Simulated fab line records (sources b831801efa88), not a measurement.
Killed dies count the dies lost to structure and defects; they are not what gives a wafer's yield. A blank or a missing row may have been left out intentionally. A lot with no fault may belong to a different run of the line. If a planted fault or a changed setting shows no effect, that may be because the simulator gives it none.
Comparing a struck lot with a sound one + flow sky130 + 43 steps out of a route of 708
Sound: wafers L978.2, L978.3, L978.6. Struck: wafer L977.6 (left out: L977.2, L977.3 of the same lot, which were not struck); the cause appears at the end.
At each step with rows: each side's tool, then ch and its chambers, then its first start. Under that, the readings that differ: sound wafers + struck wafers + difference of the means + sigmas: that difference in standard deviations of wafers without a fault.
alike: readings with means less than 2 such deviations apart, plus words and numbers identical on both sides. not compared: withheld readings, readings lacking a value on some wafer, bounds such as >300 that could conceal the same value, and numbers that have no deviation in the record and whose values overlap.
The two part at a step that has a row with sigmas, a row that says differs or no value, or rows on one side only. Non-overlapping numbers with no deviation appear without sigmas and do not part them. A reading missing from all wafers of one side parts the sides only when that side holds two or more wafers.

SKY_VIA2_CD_MEAS_12: target cd 200 nm.
  sound on cd-sem-01 at day 40 20:15; struck on cd-sem-02 at day 40 09:19
  alike: cd-nm
SKY_VIA2_OVL_MEAS_13:
  sound on overlay-01 at day 40 20:22; struck on overlay-02 at day 40 09:25
  alike: VIA2_OVL
then, 1 step without rows for these wafers: SKY_VIA2_ETCH_14 (etches BARC in N2/H2, stops on SiO2, time 45.9 s, target depth 60 nm).
SKY_VIA2_ETCH_15: etches SiO2 in C4F8/O2/Ar, stops on TiN, target depth 546 nm, time 84 s.
  sound on rie-diel-01 ch 1,3, day 40 20:26; struck on rie-diel-04 ch 3, day 40 09:30
  alike: oes-product-au
  not compared: rf-hours-counter-h
SKY_VIA2_STRIP_16: strips in O2/N2.
  sound on plasma-asher-04 ch 0,1, day 40 20:29; struck on plasma-asher-04 ch 1, day 40 09:34
| reading                      | sound          | struck | difference | sigmas |
|------------------------------|----------------|--------|------------|--------|
| strip-time-to-endpoint-s (s) | 4.04 4.08 4.02 | 4.12   | +0.07      | +2     |
  alike: drypump-motor-current-A, oes-product-au
  not compared: rf-hours-counter-h
then, 4 steps without rows for these wafers: SKY_VIA2_STRIP_17 (strips in post etch residue remover, time 1200 s); SKY_VIA2_CLEAN_18 (cleans in IPA, time 180 s); SKY_VIA2_CLEAN_19 (cleans in O3/DIW); SKY_VIA2_SPUTTER_20 (material TiN, target thk 20 nm, time 80 s).
SKY_VIA2_CVD_21: deposits W, target thk 420 nm, time 126.4 s.
  sound on cvd-w-01 ch 0, day 40 21:11; struck on cvd-w-01 ch 1, day 40 10:13
  alike: heater-power-w
SKY_VIA2_RS_MEAS_22: a four-point-probe measurement.
  sound on film-metro-02 at day 40 21:26; struck on film-metro-03 at day 40 10:22
  alike: VIA2_W_RS
SKY_VIA2_THK_MEAS_23: measures by xrf.
  sound on film-metro-02 at day 40 21:32; struck on film-metro-03 at day 40 10:28
  alike: VIA2_W_THK
SKY_VIA2_CMP_24: polishes, stops on SiO2, t overpolish 20 s, target thk 0 nm.
  sound on cmp-01 ch 0,2,3, day 40 21:41; struck on cmp-02 ch 1, day 40 10:34
  alike: motor-current-A, overpolish-run-s, time-to-endpoint-s
then, 1 step without rows for these wafers: SKY_METAL3_SPUTTER_00 (material Ti, target thk 15 nm, time 10 s).
SKY_METAL3_SPUTTER_01: material TiN, target thk 20 nm, time 16.7 s.
  sound on pvd-sputter-01 at day 40 21:55; struck on pvd-sputter-03 at day 40 10:51
  alike: throttle-valve-pct
then, 4 steps without rows for these wafers: SKY_METAL3_SPUTTER_02 (material AlCu, target thk 735 nm, time 39.1 s); SKY_METAL3_SPUTTER_03 (material Ti, target thk 5 nm, time 3.3 s); SKY_METAL3_SPUTTER_04 (material TiN, target thk 70 nm, time 58.3 s); SKY_CAPM_CVD_00 (deposits SiO2, target thk 15.5 nm).
SKY_CAPM_THK_MEAS_01:
  sound on film-metro-02 at day 40 22:04; struck on film-metro-02 at day 40 11:01
  alike: CAPM_CVD_00_THK
SKY_CAPM_SPUTTER_02: material TiN, target thk 200 nm, time 166.7 s.
  sound on pvd-sputter-02 at day 40 22:07; struck on pvd-sputter-02 at day 40 11:04
  alike: throttle-valve-pct
SKY_CAPM_RS_MEAS_03: a four-point-probe measurement.
  sound on film-metro-01 at day 40 22:15; struck on film-metro-01 at day 40 11:12
  alike: CAPM_TIN_RS
SKY_CAPM_THK_MEAS_04: measures by xrf.
  sound on film-metro-01 at day 40 22:22; struck on film-metro-01 at day 40 11:19
  alike: CAPM_TIN_THK
then, 7 steps without rows for these wafers: SKY_CAPM_DEHYDRATE_05 (time 60 s); SKY_CAPM_HMDS_06 (prime time 60 s); SKY_CAPM_COAT_07 (resist thk 1140 nm); SKY_CAPM_SOFTBAKE_08 (time 60 s); SKY_CAPM_EXPOSE_09 (exposes mask CAPM, target cd 1000 nm); SKY_CAPM_PEB_10; SKY_CAPM_DEVELOP_11 (develop time 60 s).
SKY_CAPM_OVL_MEAS_12:
  sound on overlay-02 at day 41 22:26; struck on overlay-02 at day 41 11:13
  alike: CAPM_OVL
then, 11 steps without rows for these wafers: SKY_CAPM_METAL_ETCH_13 (etches TiN in Cl2/BCl3, stops on SiO2, target depth 220 nm, time 62.9 s); SKY_CAPM_STRIP_14 (strips in O2/N2); SKY_CAPM_STRIP_15 (strips in post etch residue remover, time 1200 s); SKY_CAPM_CLEAN_16 (cleans in IPA, time 180 s); SKY_CAPM_CLEAN_17 (cleans in O3/DIW); SKY_METAL3_DEHYDRATE_05 (time 60 s); SKY_METAL3_HMDS_06 (prime time 60 s); SKY_METAL3_COAT_07 (resist thk 60 nm); SKY_METAL3_COAT_08 (resist thk 1140 nm); SKY_METAL3_SOFTBAKE_09 (time 90 s); SKY_METAL3_EXPOSE_10 (exposes mask MM3, target cd 300 nm).
-- the record jumps here: 7 days lie between the struck wafers' starts before and after (it left off in module METAL3 and takes up again in module PAD_OPEN, whose first step shown is number 708 of the route) --
SKY_PAD_OPEN_PROBE_99:
  sound on prober-01 at day 49 08:39; struck on prober-02 at day 48 22:35
| reading                               | sound              | struck | difference | sigmas |
|---------------------------------------|--------------------|--------|------------|--------|
| defect-limited-yield (%)              | 82.5 80.9 80.9     | 61.4   | -20.0      | -11    |
| killed_at_M0_to_M3                    | 46 47 47           | 154    | +107       | +17    |
| killed-dies                           | 86 94 94           | 190    | +99        | +11    |
| killed-on-rim                         | 21 21 21           | 39     | +18        | +4     |
| killed-open                           | 47 50 54           | 32     | -18        | -2     |
| sort_bin_3_pad_short (%)              | 0.8 0.6 1.4        | 2.2    | +1.3       | +3     |
| sort_bin_5_function (%)               | 10.4 13.2 10.2     | 25.0   | +13.7      | +10    |
| sort_bin_6_memory (%)                 | 6.3 5.3 7.5        | 11.4   | +5.0       | +5     |
| sort-n-pass                           | 406 398 398        | 302    | -99        | -11    |
| sort-yield-pct (%)                    | 82.5 80.9 80.9     | 61.4   | -20.0      | -11    |
| model.etest.tester.sort-n-pass        | 406 398 398        | 302    | -99        |        |
| model.etest.tester.sort-yield-pct (%) | 82.52 80.89 80.89  | 61.38  | -20.05     |        |
| model.etest.tester.sort_bin_5_pct (%) | 10.37 13.21 10.16  | 25     | +14        |        |
| model.etest.tester.sort_bin_6_pct (%) | 6.301 5.285 7.52   | 11.38  | +5.01      |        |
| model.etest.tester.sort_bin_3_pct (%) | 0.813 0.6098 1.423 | 2.236  | +1.287     |        |
  alike: killed_at_M4_up, killed-at-contacts, killed-at-front-end, killed-at-other, killed-short

== WHERE THEY PART ==
First at SKY_VIA2_STRIP_16; last, within this record, at SKY_PAD_OPEN_PROBE_99.

WHY: whatever the simulator had introduced
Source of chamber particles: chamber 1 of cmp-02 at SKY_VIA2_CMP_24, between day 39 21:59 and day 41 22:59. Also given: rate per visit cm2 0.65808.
